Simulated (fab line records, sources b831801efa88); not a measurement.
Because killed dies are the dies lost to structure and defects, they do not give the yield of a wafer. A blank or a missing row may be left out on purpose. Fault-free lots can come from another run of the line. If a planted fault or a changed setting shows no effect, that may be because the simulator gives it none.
A single fault, viewed from 2 desks + flow sky130 + what lay behind the numbers comes last; until then each desk has only its own

DESK OF THE TOOL OWNER: implanter-02
The tool's own readings at SKY_LDD_LDN_IMPLANT_09: means of the sampled wafers that have a number, for each lot that ran on this tool. The brackets show how far a lot's mean lies from the usual mean; more than 4 standard deviations puts the lot out of limits, marked OUT.
Columns: A = beam energy keV at SKY_LDD_LDN_IMPLANT_09, usual 15.000
| lot  | first seen here | A                |
|------|-----------------|------------------|
| L837 | day 27 07:25    | 15.002           |
| L836 | day 27 11:56    | 15.297 (+69) OUT |
| L838 | day 28 05:49    | 15.298 (+69) OUT |
This desk finds L836, L838 out of limits, L836 being first, at day 27 11:56 (beam energy keV at SKY_LDD_LDN_IMPLANT_09). L837 stayed within limits.

METROLOGY DESK
What the gauges read, lot by lot, whatever tool the lot ran on: means of the sampled wafers that have a number. The brackets show how far a lot's mean lies from the usual mean; more than 4 standard deviations puts the lot out of limits, marked OUT.
Columns: A = LDD_HVP_TW at SKY_LDD_HVP_TW_MEAS_10, usual 456; B = LDD_LDN_OVL at SKY_LDD_LDN_OVL_MEAS_07, usual -1.0 nm
| lot  | first seen here | A   | B    |
|------|-----------------|-----|------|
| L830 | day 24 01:47    | 458 | -0.7 |
| L837 | day 26 02:35    | 457 | -2.1 |
| L836 | day 26 07:10    | 459 | -1.5 |
| L840 | day 26 21:01    | 457 | -1.5 |
| L838 | day 27 00:36    | 451 | -2.2 |
| L848 | day 29 09:55    | 460 | -0.7 |
This desk's verdict: no lot among the 6 shows anything out of limits.

ALL TOGETHER
At day 27 11:56, on L836, L838, the tool owner's desk was in a position to raise an alarm.
From the metrology desk's view, nothing was out of limits.
The metrology desk holds a record of L836, L838, inside its limits.
Every lot named ran SKY_LDD_LDN_IMPLANT_09 on implanter-02.

WHAT THE SIMULATOR HAD INSERTED
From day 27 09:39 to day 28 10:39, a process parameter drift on implanter-02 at SKY_LDD_LDN_IMPLANT_09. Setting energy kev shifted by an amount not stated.
Struck lots among those shown: L836, L838.
Delay in hours, fault start to first out-of-limits reading, by desk: the tool owner's desk at 2.
